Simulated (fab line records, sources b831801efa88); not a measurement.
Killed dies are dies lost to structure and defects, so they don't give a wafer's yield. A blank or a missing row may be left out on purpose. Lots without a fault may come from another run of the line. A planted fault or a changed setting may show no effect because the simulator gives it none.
Which tool did it? | flow sky130 | 24 lots, 72 wafers sampled, at 6 steps of a route of 708

WHAT THE GAUGES READ, wafer by wafer
SKY_FIELD_ISO_THK_MEAS_04.
lot  | measured    | on            | FIELD_ISO_CVD_03_THK (nm)
L074 | day 1 14:10 | film_metro-04 | 167.1 167.9 164.2
L075 | day 1 18:52 | film_metro-01 | 164.3 165.4 163.9
L076 | day 2 03:26 | film_metro-04 | 164.1 163.8 163.8
L077 | day 2 05:14 | film_metro-04 | 164.6 164.4 165.9
L078 | day 2 10:09 | film_metro-04 | 163.4 162.4 162.8
L079 | day 2 14:39 | film_metro-04 | 165.1 165.1 165.7
L080 | day 2 19:53 | film_metro-02 | 163.6 166.7 166.3
L081 | day 3 00:48 | film_metro-02 | 165.2 164.8 165.6
L082 | day 3 08:40 | film_metro-02 | 166.6 166.5 166.3
L083 | day 3 13:32 | film_metro-02 | 166.8 166.6 166.3
L084 | day 3 17:43 | film_metro-04 | 166.7 164.4 165.3
L085 | day 3 21:58 | film_metro-04 | 164.6 166.2 164.7
L086 | day 4 02:34 | film_metro-04 | 167.7 165.7 166.7
L087 | day 4 06:36 | film_metro-01 | 161.8 162.2 163.8
L088 | day 4 11:30 | film_metro-02 | 162.9 163.1 162.8
L089 | day 4 18:47 | film_metro-01 | 164.5 164.7 163.5
L090 | day 4 23:15 | film_metro-01 | 163.4 161.6 162.6
L091 | day 5 04:17 | film_metro-02 | 163.0 163.5 162.1
L092 | day 5 08:19 | film_metro-04 | 161.5 162.1 160.7
L093 | day 5 12:30 | film_metro-01 | 163.5 163.4 162.6
L094 | day 5 18:19 | film_metro-02 | 164.8 165.4 165.3
L095 | day 6 00:32 | film_metro-04 | 164.8 163.9 165.0
L096 | day 6 03:58 | film_metro-04 | 162.7 163.8 163.8
L097 | day 6 09:28 | film_metro-02 | 164.2 165.5 164.2

SKY_SONOS_ONO_THK_MEAS_03.
lot  | measured     | on            | SONOS_ONO_CVD_02_THK (nm)
L074 | day 11 08:29 | film_metro-04 | 10.79 10.82 10.75
L075 | day 11 16:39 | film_metro-01 | 10.72 10.63 10.74
L076 | day 12 13:16 | film_metro-04 | 10.42 10.60 10.45
L077 | day 12 17:26 | film_metro-04 | 10.65 10.65 10.72
L078 | day 13 06:19 | film_metro-04 | 10.58 10.57 10.48
L079 | day 13 12:16 | film_metro-02 | 10.56 10.60 10.55
L080 | day 13 22:07 | film_metro-04 | 10.57 10.53 10.40
L081 | day 13 22:07 | film_metro-01 | 10.33 10.30 10.35
L082 | day 14 06:22 | film_metro-02 | 10.34 10.41 10.40
L083 | day 14 11:17 | film_metro-02 | 10.48 10.33 10.47
L084 | day 15 01:41 | film_metro-01 | 10.59 10.53 10.58
L085 | day 15 07:07 | film_metro-02 | 10.16 10.36 10.20
L086 | day 15 11:17 | film_metro-04 | 10.40 10.49 10.53
L087 | day 15 15:35 | film_metro-04 | 10.60 10.55 10.54
L088 | day 15 21:22 | film_metro-01 | 10.61 10.54 10.67
L089 | day 16 06:53 | film_metro-01 | 10.50 10.50 10.45
L090 | day 16 22:46 | film_metro-01 | 10.66 10.78 10.79
L091 | day 17 04:41 | film_metro-02 | 10.36 10.42 10.45
L092 | day 17 11:01 | film_metro-01 | 10.42 10.32 10.51
L093 | day 17 22:38 | film_metro-01 | 10.59 10.73 10.67
L094 | day 18 03:20 | film_metro-02 | 10.69 10.60 10.70
L095 | day 18 08:05 | film_metro-01 | 10.62 10.61 10.64
L096 | day 18 13:03 | film_metro-04 | 10.52 10.48 10.60
L097 | day 18 23:22 | film_metro-01 | 10.72 10.63 10.64

SKY_SD_P_OVL_MEAS_08.
lot  | measured     | on         | SD_P_OVL (nm)
L074 | day 25 09:28 | overlay-02 | 0.6 2.2 -0.3
L075 | day 25 14:32 | overlay-02 | 1.3 1.1 1.3
L076 | day 26 13:28 | overlay-02 | 1.7 3.0 1.9
L077 | day 26 16:22 | overlay-01 | -1.5 -0.8 -2.0
L078 | day 28 00:16 | overlay-02 | -0.4 1.2 1.2
L079 | day 28 04:58 | overlay-02 | 1.8 0.0 1.8
L080 | day 28 03:34 | overlay-01 | -0.4 -0.5 -0.7
L081 | day 28 04:22 | overlay-01 | -1.8 -2.6 -1.7
L082 | day 28 09:46 | overlay-02 | 1.0 1.0 -0.4
L083 | day 28 16:52 | overlay-02 | 1.6 -0.8 2.0
L084 | day 29 11:52 | overlay-01 | -0.9 -0.9 0.0
L085 | day 29 09:13 | overlay-01 | 0.7 -0.9 0.4
L086 | day 29 14:46 | overlay-01 | 0.0 1.2 0.3
L087 | day 29 22:49 | overlay-01 | 1.8 -0.2 2.0
L088 | day 30 03:04 | overlay-02 | 0.7 2.3 1.7
L089 | day 30 10:43 | overlay-02 | -0.8 1.3 2.2
L090 | day 31 02:13 | overlay-02 | 0.7 0.9 0.1
L091 | day 31 06:43 | overlay-01 | -1.8 -0.8 -3.0
L092 | day 31 12:13 | overlay-02 | 0.4 2.4 0.8
L093 | day 31 21:04 | overlay-02 | 2.2 2.6 1.2
L094 | day 32 01:55 | overlay-02 | 1.3 1.9 0.7
L095 | day 32 06:31 | overlay-02 | 2.0 -0.7 0.0
L096 | day 32 14:40 | overlay-01 | -0.6 0.1 -1.5
L097 | day 32 21:01 | overlay-02 | 1.4 0.8 1.5

SKY_METAL1_OVL_MEAS_16.
lot  | measured     | on         | METAL1_OVL (nm)
L074 | day 32 16:19 | overlay-01 | 9 11 2
L075 | day 32 22:48 | overlay-01 | -12 -9 -6
L076 | day 33 17:49 | overlay-01 | 13 5 5
L077 | day 33 21:37 | overlay-02 | 3 0 -1
L078 | day 35 04:34 | overlay-02 | -1 5 8
L079 | day 35 09:01 | overlay-01 | 1 5 0
L080 | day 35 08:05 | overlay-02 | 17 14 9
L081 | day 35 07:37 | overlay-02 | 7 9 11
L082 | day 35 11:16 | overlay-02 | 3 -1 2
L083 | day 35 16:54 | overlay-01 | -2 3 -2
L084 | day 36 13:07 | overlay-02 | 4 6 10
L085 | day 36 09:12 | overlay-01 | -5 2 3
L086 | day 36 13:40 | overlay-02 | 14 16 8
L087 | day 36 22:22 | overlay-01 | 5 11 5
L088 | day 37 01:51 | overlay-01 | 9 6 8
L089 | day 37 09:37 | overlay-02 | -5 -6 6
L090 | day 37 22:29 | overlay-02 | 8 11 7
L091 | day 38 03:58 | overlay-01 | -7 -1 -4
L092 | day 38 11:41 | overlay-01 | -4 -1 -4
L093 | day 38 17:34 | overlay-01 | 1 0 2
L094 | day 38 20:46 | overlay-01 | 2 6 2
L095 | day 39 01:14 | overlay-01 | -1 -1 3
L096 | day 39 09:34 | overlay-01 | 1 -6 -3
L097 | day 39 16:55 | overlay-01 | -4 3 3

SKY_METAL3_CD_MEAS_13: target cd 300 nm.
lot  | measured     | on        | cd_nm (nm)
L074 | day 38 10:49 | cd_sem-02 | 301.7 300.4 301.3
L075 | day 38 16:32 | cd_sem-02 | 300.8 300.3 300.5
L076 | day 39 10:42 | cd_sem-01 | 298.3 300.4 299.3
L077 | day 39 13:37 | cd_sem-02 | 302.3 300.0 302.7
L078 | day 40 18:23 | cd_sem-01 | 300.3 299.7 298.4
L079 | day 40 22:59 | cd_sem-02 | 302.3 300.1 300.7
L080 | day 40 20:45 | cd_sem-02 | 302.5 302.1 303.8
L081 | day 40 19:40 | cd_sem-02 | 299.4 299.5 299.9
L082 | day 40 23:48 | cd_sem-02 | 299.7 299.0 301.2
L083 | day 41 05:11 | cd_sem-01 | 301.3 300.7 301.5
L084 | day 42 00:19 | cd_sem-01 | 299.9 299.2 299.1
L085 | day 41 21:05 | cd_sem-02 | 301.9 300.0 300.7
L086 | day 42 00:40 | cd_sem-02 | 302.7 302.9 301.6
L087 | day 42 07:25 | cd_sem-01 | 300.1 299.8 300.3
L088 | day 42 10:32 | cd_sem-02 | 302.1 301.4 299.8
L089 | day 42 18:23 | cd_sem-01 | 300.5 299.9 301.1
L090 | day 43 04:31 | cd_sem-02 | 300.1 299.6 299.6
L091 | day 43 08:29 | cd_sem-01 | 301.6 301.4 301.8
L092 | day 43 17:58 | cd_sem-02 | 300.8 300.8 302.2
L093 | day 43 23:29 | cd_sem-02 | 298.4 299.3 300.1
L094 | day 44 01:41 | cd_sem-02 | 301.3 301.6 301.5
L095 | day 44 04:29 | cd_sem-02 | 300.5 302.1 300.1
L096 | day 44 14:36 | cd_sem-02 | 298.4 299.6 298.6
L097 | day 44 19:48 | cd_sem-01 | 298.8 300.6 300.1

WHICH TOOL RAN EACH LOT (tool, then ch and the chambers of the sampled wafers, then the start)
lot  | SKY_SONOS_ONO_ETCH_15
L074 | rie_diel-03 ch 0,1,2, day 12 10:06
L075 | rie_diel-03 ch 0,1,3, day 12 18:17
L076 | rie_diel-04 ch 2,3, day 13 15:08
L077 | rie_diel-03 ch 1,3, day 13 19:24
L078 | rie_diel-01 ch 0,1,3, day 15 02:54
L079 | rie_diel-03 ch 1,3, day 15 03:03
L080 | rie_diel-04 ch 0,2, day 15 03:12
L081 | rie_diel-01 ch 0,1,3, day 15 03:21
L082 | rie_diel-03 ch 2,3, day 15 10:33
L083 | rie_diel-04 ch 0,2, day 15 14:34
L084 | rie_diel-01 ch 0,2,3, day 16 06:03
L085 | rie_diel-04 ch 1,2, day 16 12:15
L086 | rie_diel-01 ch 1,3, day 16 17:17
L087 | rie_diel-03 ch 0,2, day 16 20:48
L088 | rie_diel-03 ch 1,2,3, day 17 02:45
L089 | rie_diel-01 ch 0,2,3, day 17 13:02
L090 | rie_diel-04 ch 2,3, day 18 05:17
L091 | rie_diel-01 ch 1,2,3, day 18 10:42
L092 | rie_diel-01 ch 0,1,2, day 18 17:18
L093 | rie_diel-01 ch 0,1, day 19 06:17
L094 | rie_diel-01 ch 0,1,2, day 19 11:18
L095 | rie_diel-04 ch 0,1,3, day 19 15:56
L096 | rie_diel-03 ch 0,2, day 19 21:32
L097 | rie_diel-03 ch 1,2, day 20 07:14
- SKY_SONOS_ONO_ETCH_15: etches the open film in CHF3/O2, target depth 19.52 nm, time 7.8 s.

WHAT THE TOOLS THEMSELVES READ (means of the sampled wafers that have a number; where no wafer has one, the mark that the record gives instead)
SKY_SONOS_ONO_ETCH_15.
lot  | tool        | drypump_motor_current_A (A) | oes_product_au (a.u.) | throttle_valve_pct (%)
L074 | rie_diel-03 | 5.0                         | 1.004                 | 8.823
L075 | rie_diel-03 | 5.5                         | 1.011                 | 8.828
L076 | rie_diel-04 | 5.9                         | 1.002                 | 8.828
L077 | rie_diel-03 | 6.0                         | 1.001                 | 8.825
L078 | rie_diel-01 | 5.7                         | 1.007                 | 8.824
L079 | rie_diel-03 | 6.1                         | 0.990                 | 8.827
L080 | rie_diel-04 | 6.1                         | 0.997                 | 8.828
L081 | rie_diel-01 | 5.7                         | 1.001                 | 8.828
L082 | rie_diel-03 | 5.9                         | 1.010                 | 8.827
L083 | rie_diel-04 | 6.1                         | 1.003                 | 8.823
L084 | rie_diel-01 | 5.8                         | 1.001                 | 8.823
L085 | rie_diel-04 | 6.1                         | 1.004                 | 8.822
L086 | rie_diel-01 | 5.6                         | 1.002                 | 8.840
L087 | rie_diel-03 | 4.9                         | 1.000                 | 8.826
L088 | rie_diel-03 | 5.6                         | 1.002                 | 8.826
L089 | rie_diel-01 | 5.8                         | 0.997                 | 8.815
L090 | rie_diel-04 | 5.8                         | 0.997                 | 8.827
L091 | rie_diel-01 | 5.7                         | 1.002                 | 8.825
L092 | rie_diel-01 | 5.6                         | 1.001                 | 8.833
L093 | rie_diel-01 | 5.5                         | 1.004                 | 8.818
L094 | rie_diel-01 | 5.6                         | 1.011                 | 8.818
L095 | rie_diel-04 | 6.1                         | 1.000                 | 8.825
L096 | rie_diel-03 | 4.8                         | 1.003                 | 8.811
L097 | rie_diel-03 | 5.2                         | 0.995                 | 8.827

THE ANSWER, worked out from the rows above alone
Rule: what is usual is taken from the lots themselves. Put in order of their means at a reading, lots are off if they are a third of the lots or fewer, leave a main group of 4 or more, and stand apart from it by a gap of 3 or more times the standard deviation of the main group's means; of several such gaps the widest counts. A main group whose means are all the same, to the digits that the tables above print for the reading, isn't used. A lot without any number at a reading at which 4 lots or more have one is off too. The other lots that the step has rows for count as sound. The gauges are gone through in route order, then the tools' own readings, and for those a lot's mean is taken as printed above. The first step at which some lot is off is used, and at that step the reading that is off furthest; a lot without a number counts as furthest.
No lot is off at any reading shown: from this, nothing can be told.

WHAT THE SIMULATOR HAD PUT IN
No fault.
